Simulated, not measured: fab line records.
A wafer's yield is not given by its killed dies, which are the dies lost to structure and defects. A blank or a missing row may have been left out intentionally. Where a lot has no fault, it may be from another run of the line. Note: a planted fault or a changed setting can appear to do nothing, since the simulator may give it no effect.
Matching of chambers || flow sky130 || SKY_CONTACT_CMP_27 on cmp-02: 4 sister chambers
The step polishes, stops on SiO2, t overpolish 15 s, target thk 0 nm. 14 wafers are shown with their chamber, then 6 later ones without.

## WAFERS, EACH WITH ITS CHAMBER
{"wafer": "L442.1", "chamber": 0, "motor-current-A (A)": 12.5, "time-to-endpoint-s (s)": 82, "retaining-ring-pressure-frac": 1.005}
{"wafer": "L442.4", "chamber": 3, "motor-current-A (A)": 9.0, "time-to-endpoint-s (s)": 86, "retaining-ring-pressure-frac": 1.004}
{"wafer": "L442.6", "chamber": 1, "motor-current-A (A)": 13.7, "time-to-endpoint-s (s)": 80, "retaining-ring-pressure-frac": 1.002}
{"wafer": "L444.1", "chamber": 3, "motor-current-A (A)": 9.1, "time-to-endpoint-s (s)": 84, "retaining-ring-pressure-frac": 0.993}
{"wafer": "L444.2", "chamber": 0, "motor-current-A (A)": 12.8, "time-to-endpoint-s (s)": 79, "retaining-ring-pressure-frac": 1.006}
{"wafer": "L444.6", "chamber": 1, "motor-current-A (A)": 13.3, "time-to-endpoint-s (s)": 81, "retaining-ring-pressure-frac": 0.997}
{"wafer": "L446.3", "chamber": 1, "motor-current-A (A)": 13.4, "time-to-endpoint-s (s)": 79, "retaining-ring-pressure-frac": 1.002}
{"wafer": "L446.5", "chamber": 1, "motor-current-A (A)": 13.2, "time-to-endpoint-s (s)": 80, "retaining-ring-pressure-frac": 1.002}
{"wafer": "L446.6", "chamber": 2, "motor-current-A (A)": 10.0, "time-to-endpoint-s (s)": 81, "retaining-ring-pressure-frac": 0.992}
{"wafer": "L455.1", "chamber": 1, "motor-current-A (A)": 13.1, "time-to-endpoint-s (s)": 78, "retaining-ring-pressure-frac": 1.003}
{"wafer": "L455.2", "chamber": 0, "motor-current-A (A)": 12.6, "time-to-endpoint-s (s)": 80, "retaining-ring-pressure-frac": 0.995}
{"wafer": "L455.6", "chamber": 1, "motor-current-A (A)": 13.0, "time-to-endpoint-s (s)": 77, "retaining-ring-pressure-frac": 1.002}
{"wafer": "L458.1", "chamber": 1, "motor-current-A (A)": 12.9, "time-to-endpoint-s (s)": 82, "retaining-ring-pressure-frac": 0.997}
{"wafer": "L458.4", "chamber": 3, "motor-current-A (A)": 9.4, "time-to-endpoint-s (s)": 85, "retaining-ring-pressure-frac": 0.997}

SIGNATURES, as means of the wafers listed above
{"reading": "motor-current-A", "chamber 0": 12.633, "chamber 1": 13.229, "chamber 2": 10.000, "chamber 3": 9.167, "scatter within a chamber": 0.238}
{"reading": "time-to-endpoint-s", "chamber 0": 80.33, "chamber 1": 79.57, "chamber 2": 81.00, "chamber 3": 85.00, "scatter within a chamber": 1.56}
{"reading": "retaining-ring-pressure-frac", "chamber 0": 1.00200, "chamber 1": 1.00071, "chamber 2": 0.99200, "chamber 3": 0.99800, "scatter within a chamber": 0.00419}
Rule: a wafer lies at a distance from a chamber equal to the root of the sum of squares, over the readings, of (its reading less the chamber's mean, divided by the reading's scatter). If the next closest chamber is less than 2 further off than the closest, the wafer can't be placed; otherwise it belongs to the closest. The scatter: take each reading less its chamber's mean, square it, sum over the shown wafers, divide by the number of wafers less the number of chambers, and take the root.

## WAFERS WITHOUT THEIR CHAMBER
{"wafer": "L458.6", "motor-current-A (A)": 10.0, "time-to-endpoint-s (s)": 88, "retaining-ring-pressure-frac": 0.997}
{"wafer": "L461.2", "motor-current-A (A)": 14.2, "time-to-endpoint-s (s)": 78, "retaining-ring-pressure-frac": 1.002}
{"wafer": "L461.3", "motor-current-A (A)": 12.7, "time-to-endpoint-s (s)": 78, "retaining-ring-pressure-frac": 0.996}
{"wafer": "L461.5", "motor-current-A (A)": 13.1, "time-to-endpoint-s (s)": 76, "retaining-ring-pressure-frac": 1.000}
{"wafer": "L465.3", "motor-current-A (A)": 12.8, "time-to-endpoint-s (s)": 77, "retaining-ring-pressure-frac": 1.000}
{"wafer": "L465.5", "motor-current-A (A)": 9.1, "time-to-endpoint-s (s)": 80, "retaining-ring-pressure-frac": 1.010}

## CHAMBER TAKEN BY EACH
{"wafer": "L458.6", "from the rows above": "can't be placed: 3 or 2", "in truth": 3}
{"wafer": "L461.2", "from the rows above": 1, "in truth": 1}
{"wafer": "L461.3", "from the rows above": "can't be placed: 0 or 1", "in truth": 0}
{"wafer": "L461.5", "from the rows above": "can't be placed: 1 or 0", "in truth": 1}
{"wafer": "L465.3", "from the rows above": "can't be placed: 0 or 1", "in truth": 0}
{"wafer": "L465.5", "from the rows above": "can't be placed: 3 or 2", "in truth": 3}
1 of 6 placed correctly. Cannot be placed on the basis of these rows: 5; the candidates contain the true chamber in 5. Wrongly placed: 0.
